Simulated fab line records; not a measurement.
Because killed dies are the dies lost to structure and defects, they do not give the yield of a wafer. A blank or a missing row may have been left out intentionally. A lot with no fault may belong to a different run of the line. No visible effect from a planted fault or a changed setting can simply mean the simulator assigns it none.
The same fault as seen by 2 desks :: flow sky130 :: every desk sees just its own numbers, and what lay behind them comes last

## THE TOOL OWNER'S DESK: ilineStepper-02
The tool's own readings at SKY_NWELL_EXPOSE_07 (exposes mask NWM, target cd 840 nm): means of the sampled wafers that have a number, for each lot that ran on this tool. A lot is out of limits, marked OUT, if its mean lies more than 4 standard deviations from the usual mean; the brackets give that distance.
Columns: A = reticleTempC at SKY_NWELL_EXPOSE_07, usual 22.99 C
lot: L469
first seen here: day 4 00:47
A: 23.01

lot: L472
first seen here: day 4 17:18
A: 22.86

lot: L475
first seen here: day 5 10:32
A: 23.04

lot: L478
first seen here: day 6 02:34
A: 22.99

lot: L479
first seen here: day 6 09:53
A: 22.94

lot: L481
first seen here: day 6 22:22
A: 22.95
This desk's verdict: no lot among the 6 shows anything out of limits.

## FROM THE METROLOGY DESK
Lot by lot, what the gauges showed, no matter which tool ran the lot: averages of those sampled wafers that carry a number. A lot is out of limits, marked OUT, if its mean lies more than 4 standard deviations from the usual mean; the brackets give that distance.
Columns: A = NWELL_00_OVL at SKY_NWELL_OVL_MEAS_10, usual -0.7 nm
lot: L469
first seen here: day 4 09:00
A: 0.1

lot: L470
first seen here: day 4 16:31
A: -1.2

lot: L472
first seen here: day 5 01:52
A: -0.8

lot: L475
first seen here: day 5 19:46
A: -114.3 (-76) OUT

lot: L476
first seen here: day 6 01:34
A: -1.6

lot: L478
first seen here: day 6 10:53
A: -112.3 (-74) OUT

lot: L479
first seen here: day 6 19:13
A: -112.9 (-75) OUT

lot: L480
first seen here: day 7 03:33
A: -0.8

lot: L481
first seen here: day 7 07:47
A: -111.3 (-74) OUT

lot: L486
first seen here: day 8 13:13
A: -2.8

lot: L490
first seen here: day 9 16:17
A: 2.5

lot: L492
first seen here: day 10 03:52
A: -3.6
Per this desk, out of limits: L475, L478, L479, L481; the first was L475, day 5 19:46 (NWELL_00_OVL at SKY_NWELL_OVL_MEAS_10). In limits: L469, L470, L472, L476, L480, L486, L490, L492.

## TAKEN TOGETHER
The metrology desk could have raised an alarm at day 5 19:46, on L475, L478, L479, L481.
Nothing out of limits was seen by the tool owner's desk.
On record at the tool owner's desk: L475, L478, L479, L481, within its limits.
On ilineStepper-02, each named lot ran SKY_NWELL_EXPOSE_07.

## WHAT THE SIMULATOR PUT IN
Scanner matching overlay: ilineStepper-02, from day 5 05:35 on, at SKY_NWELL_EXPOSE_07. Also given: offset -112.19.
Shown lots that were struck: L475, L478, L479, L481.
Time in hours between the start of the fault and the first out-of-limits reading at each desk: metrology desk, 14.
